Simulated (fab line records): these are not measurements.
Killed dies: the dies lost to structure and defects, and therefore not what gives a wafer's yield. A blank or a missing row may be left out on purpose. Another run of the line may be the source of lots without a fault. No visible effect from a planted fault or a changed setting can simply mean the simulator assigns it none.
A lot that was struck, set against a sound lot -- flow sky130 -- 31 out of 708 route steps
Sound: these wafers, L268.1, L268.3, L268.6. Wafers struck: L284.1, L284.2, L284.4. At the end, the cause is stated.
At each step with rows: each side's tool, then ch and its chambers, then its first start. Under that, the readings that differ: sound wafers -- struck wafers -- difference of the means -- sigmas: that difference in standard deviations of wafers without a fault.
alike: words and numbers the same on both sides, and readings whose means are apart by under 2 such deviations; not compared: readings that were withheld, readings missing a value for some wafer, numbers with overlapping values and no deviation given by the record, and bounds like >300 which may hide the same value.
The two part at a step that has a row with sigmas, a row that says differs or no value, or rows on one side only. Numbers that have no deviation but don't overlap get no sigmas and don't part them. A reading that every wafer of one side lacks parts them only if that side has two wafers or more.

SKY_LI_CONTACT_OVL_MEAS_13:
  sound: overlay-01 at day 29 04:53; struck: overlay-02 at day 35 02:47
  alike: LI_CONTACT_OVL
then, 2 steps without rows for these wafers: SKY_LI_CONTACT_ETCH_14 (etches BARC in N2/H2, stops on SiO2, time 45.9 s, target depth 60 nm); SKY_LI_CONTACT_ETCH_15 (etches PSG in C4F8/O2/Ar, stops on Si, target depth 600 nm).
SKY_LI_CONTACT_STRIP_16: strips in O2/N2.
  sound on plasma-asher-03 ch 0, day 29 05:04; struck on plasma-asher-03 ch 0,1, day 35 02:58
  alike: drypump-motor-current-A, o2-flow-sccm, oes-product-au, strip-time-to-endpoint-s
  not compared: rf-hours-counter-h
then, 2 steps without rows for these wafers: SKY_LI_CONTACT_CLEAN_17 (cleans in NMP, time 600 s); SKY_LI_CONTACT_PRE_CLEAN_18 (time 5.6 s).
SKY_LI_CONTACT_SPUTTER_19: material Ti, target thk 20 nm, time 106.37 s.
  sound: pvd-sputter-01 at day 29 05:21; struck: pvd-sputter-02 at day 35 03:15
  alike: cathode-dc-power-W, throttle-valve-pct
SKY_LI_CONTACT_SPUTTER_20: material TiN, target thk 20 nm, time 80 s.
  sound: pvd-sputter-01 at day 29 05:26; struck: pvd-sputter-02 at day 35 03:20
  alike: cathode-dc-power-W, throttle-valve-pct
then, 1 step without rows for these wafers: SKY_LI_CONTACT_CVD_21 (deposits W, target thk 400 nm, time 120.56 s).
SKY_LI_CONTACT_RS_MEAS_22: measurement is done with a four-point probe.
  sound: film-metro-03 at day 29 05:44; struck: film-metro-03 at day 35 03:31
  alike: LI_CONTACT_W_RS
SKY_LI_CONTACT_THK_MEAS_23: measures by xrf.
  sound: film-metro-03 at day 29 05:52; struck: film-metro-03 at day 35 03:38
  alike: LI_CONTACT_W_THK
SKY_LI_CONTACT_CMP_24: polishes, stops on PSG, t overpolish 20 s, target thk 0 nm.
  sound on cmp-02 ch 0,3, day 29 07:59; struck on cmp-01 ch 0,2,3, day 35 03:41
  alike: edge-zone-pressure-frac, motor-current-A, overpolish-run-s, retaining-ring-pressure-frac, time-to-endpoint-s
SKY_LOCAL_INTERCONNECT_SPUTTER_00: material TiN, target thk 100 nm, time 83.3 s.
  sound: pvd-sputter-01 at day 29 08:17; struck: pvd-sputter-02 at day 35 03:59
reading,sound,struck,difference,sigmas
cathode-dc-power-W (W),6499.9 6500.7 6499.2,5334.6 5333.9 5335.2,-1165.4,-99 or more
model.TiN_of_LOCAL_INTERCONNECT_SPUTTER_00.thk-nm (nm),100.4 99.66 101,84.73 83.24 83.8,-16.43,
  alike: throttle-valve-pct
SKY_LOCAL_INTERCONNECT_RS_MEAS_01: measurement is done with a four-point probe.
  sound: film-metro-01 at day 29 08:22; struck: film-metro-03 at day 35 04:04
reading,sound,struck,difference,sigmas
LOCAL_INTERCONNECT_TIN_RS (ohm/sq),14.08 14.18 14.02,16.82 17.13 17.01,+2.89,+19
SKY_LOCAL_INTERCONNECT_THK_MEAS_02: measures by xrf.
  sound: film-metro-01 at day 29 08:29; struck: film-metro-03 at day 35 04:11
reading,sound,struck,difference,sigmas
LOCAL_INTERCONNECT_TIN_THK (nm),98.9 98.2 99.4,84.6 83.0 83.3,-15.2,-12
then, 8 steps without rows for these wafers: SKY_LOCAL_INTERCONNECT_DEHYDRATE_03 (time 60 s); SKY_LOCAL_INTERCONNECT_HMDS_04 (prime time 60 s); SKY_LOCAL_INTERCONNECT_COAT_05 (resist thk 60 nm); SKY_LOCAL_INTERCONNECT_COAT_06 (resist thk 450 nm); SKY_LOCAL_INTERCONNECT_SOFTBAKE_07 (time 90 s); SKY_LOCAL_INTERCONNECT_EXPOSE_08 (exposes mask LI1M, target cd 170 nm); SKY_LOCAL_INTERCONNECT_PEB_09; SKY_LOCAL_INTERCONNECT_DEVELOP_10 (develop time 60 s).
SKY_LOCAL_INTERCONNECT_CD_MEAS_11: target cd 170 nm.
  sound: cd-sem-01 at day 30 12:19; struck: cd-sem-01 at day 36 06:41
  alike: cd-nm
SKY_LOCAL_INTERCONNECT_OVL_MEAS_12:
  sound: overlay-02 at day 30 12:26; struck: overlay-01 at day 36 06:49
  alike: LOCAL_INTERCONNECT_OVL
then, 1 step without rows for these wafers: SKY_LOCAL_INTERCONNECT_ETCH_13 (etches BARC in N2/H2, stops on SiO2, time 45.9 s, target depth 60 nm).
SKY_LOCAL_INTERCONNECT_METAL_ETCH_14: etches TiN in Cl2/BCl3, stops on PSG, target depth 110 nm, time 31.4 s.
  sound on rie-metal-02 ch 0, day 30 12:32; struck on rie-metal-01 ch 0,1, day 36 06:55
reading,sound,struck,difference,sigmas
oes-product-au (a.u.),0.942 0.936 0.945,0.859 0.849 0.854,-0.087,-11
throttle-valve-pct (%),21.900 21.907 21.898,21.951 21.967 21.952,+0.055,+5
  alike: drypump-motor-current-A
  not compared: rf-hours-counter-h
SKY_LOCAL_INTERCONNECT_STRIP_15: strips in O2/N2.
  sound on plasma-asher-04 ch 0,1, day 30 12:35; struck on plasma-asher-04 ch 0,1, day 36 06:58
  alike: drypump-motor-current-A, o2-flow-sccm, oes-product-au, strip-time-to-endpoint-s
  not compared: rf-hours-counter-h
SKY_LOCAL_INTERCONNECT_STRIP_16: strips in post etch residue remover, time 1200 s.
  sound on wet-bench-03 ch 0, day 30 12:41; struck on wet-bench-03 ch 3, day 36 07:04
reading,sound,struck,difference,sigmas
model.TiN_of_LOCAL_INTERCONNECT_SPUTTER_00.thk-nm (nm),99.99 99.23 100.5,84.31 82.82 83.38,-16.40,
then, 1 step without rows for these wafers: SKY_LOCAL_INTERCONNECT_CLEAN_17 (cleans in IPA, time 180 s).
-- here the record skips 14 days between the struck wafers' starts before and after, leaving off in module LOCAL_INTERCONNECT and picking up in module PAD_OPEN (first step shown: number 708 of the route) --
SKY_PAD_OPEN_PROBE_99:
  sound: prober-02 at day 45 22:09; struck: prober-01 at day 50 03:30
reading,sound,struck,difference,sigmas
killed-at-contacts,28 29 30,13 20 20,-11,-2
killed-at-other,0 0 0,3 0 0,+1,+2
model.etest.res-li.line-ohm-um,76 76.12 74.58,88.93 90.07 89.17,+13.82,
model.etest.res-li.rs-ohm-sq,12.79 12.91 12.7,15.15 15.39 15.37,+2.50,
model.etest.mcon-chain.rc-ohm,15.92 16.38 16.11,17.3 17.96 17.5,+1.4,
  alike: killed_at_M0_to_M3, killed_at_M4_up, killed-at-front-end, killed-dies, killed-open, killed-short

== WHERE THEY PART ==
Last at SKY_PAD_OPEN_PROBE_99 as far as this record goes, first at SKY_LOCAL_INTERCONNECT_SPUTTER_00.

WHY: whatever the simulator had introduced
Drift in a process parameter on pvd-sputter-02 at SKY_LOCAL_INTERCONNECT_SPUTTER_00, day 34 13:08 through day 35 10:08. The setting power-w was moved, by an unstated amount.
